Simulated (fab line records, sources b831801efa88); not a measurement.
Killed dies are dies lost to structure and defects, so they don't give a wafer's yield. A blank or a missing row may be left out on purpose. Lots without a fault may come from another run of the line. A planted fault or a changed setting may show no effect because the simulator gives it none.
Chamber matching | flow gf180mcu | GF_STI_CMP_25 on cmp-01: 4 sister chambers
The step polishes, stops on Si3N4, t overpolish 33 s, target thk 524.6 nm. 4 wafers are shown with their chamber, then 10 later ones without.

WAFERS WITH THEIR CHAMBER
wafer  | chamber | motor_current_A (A)
L840.1 | 1       | 10.9
L842.6 | 2       | 9.6
L847.1 | 0       | 11.3
L847.3 | 3       | 14.3

WAFERS WITHOUT THEIR CHAMBER
wafer  | motor_current_A (A)
L847.4 | 9.8
L848.1 | 14.2
L848.3 | 11.1
L848.5 | 10.6
L850.2 | 11.4
L850.3 | 11.3
L850.5 | 11.3
L851.1 | 12.0
L851.4 | 11.5
L851.6 | 14.4

WHICH CHAMBER EACH WENT THROUGH
wafer  | from the rows above     | in truth
L847.4 | 2                       | 2
L848.1 | 3                       | 3
L848.3 | can't be placed: 1 or 0 | 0
L848.5 | can't be placed: 1 or 0 | 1
L850.2 | can't be placed: 0 or 1 | 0
L850.3 | can't be placed: 0 or 1 | 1
L850.5 | can't be placed: 0 or 1 | 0
L851.1 | can't be placed: 0 or 1 | 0
L851.4 | can't be placed: 0 or 1 | 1
L851.6 | 3                       | 3
Placed correctly: 3 of 10. Can't be placed from these rows: 7 (the true chamber is among the candidates in 7). Placed wrongly: 0.
How it was worked out, from the rows above alone: a wafer's distance from a chamber is the root of the sum, over the readings, of the square of ((its reading less the chamber's mean) divided by the reading's scatter). The wafer belongs to the nearest chamber; if the next one is less than 2 further off, it can't be placed. A chamber's mean is the mean of its shown wafers. The scatter: with one shown wafer a chamber, the root of the mean of the squares of how far each hidden wafer lies from its nearest shown one.
